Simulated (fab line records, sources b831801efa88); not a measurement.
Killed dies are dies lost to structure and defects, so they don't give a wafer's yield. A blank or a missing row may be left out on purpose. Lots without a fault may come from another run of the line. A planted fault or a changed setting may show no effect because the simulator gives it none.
Which tool did it? | flow gf180mcu | 6 lots, 18 wafers sampled, at 2 steps of a route of 602

WHAT THE GAUGES READ, wafer by wafer
GF_HV_LDD_TW_MEAS_38.
lot  | measured     | on            | HV_LDD_3_TW
L893 | day 12 09:59 | film_metro-03 | 1446 1444 1447
L896 | day 13 12:10 | film_metro-03 | 1441 1435 1436
L899 | day 14 11:22 | film_metro-01 | 1447 1438 1433
L904 | day 16 03:20 | film_metro-03 | 1431 1429 1431
L909 | day 17 16:44 | film_metro-03 | 1438 1440 1431
L911 | day 18 07:59 | film_metro-03 | 1409 1416 1415

WHICH TOOL RAN EACH LOT (tool, then ch and the chambers of the sampled wafers, then the start)
lot  | GF_HV_LDD_IMPLANT_36
L893 | implanter-01 ch 0, day 12 09:44
L896 | implanter-01 ch 0, day 13 11:46
L899 | implanter-03 ch 0, day 14 11:08
L904 | implanter-03 ch 0, day 16 03:05
L909 | implanter-03 ch 0, day 17 16:29
L911 | implanter-02 ch 0, day 18 07:46
- GF_HV_LDD_IMPLANT_36

THE ANSWER, worked out from the rows above alone
Rule: what is usual is taken from the lots themselves. Put in order of their means at a reading, lots are off if they are a third of the lots or fewer, leave a main group of 4 or more, and stand apart from it by a gap of 3 or more times the standard deviation of the main group's means; of several such gaps the widest counts. A main group whose means are all the same, to the digits that the tables above print for the reading, isn't used. A lot without any number at a reading at which 4 lots or more have one is off too. The other lots that the step has rows for count as sound.
Off: L911, at GF_HV_LDD_TW_MEAS_38 (HV_LDD_3_TW). The main group: mean 1438, standard deviation 4.9.
A tool fits if, at a process step before that reading, it ran every lot that is off, and no sound lot after the first of them. The gauges at GF_HV_LDD_TW_MEAS_38 are tried like those tools. Can't be told from this: 2 tools fit, implanter-02 at GF_HV_LDD_IMPLANT_36, film_metro-03 at GF_HV_LDD_TW_MEAS_38.

WHAT THE SIMULATOR HAD PUT IN
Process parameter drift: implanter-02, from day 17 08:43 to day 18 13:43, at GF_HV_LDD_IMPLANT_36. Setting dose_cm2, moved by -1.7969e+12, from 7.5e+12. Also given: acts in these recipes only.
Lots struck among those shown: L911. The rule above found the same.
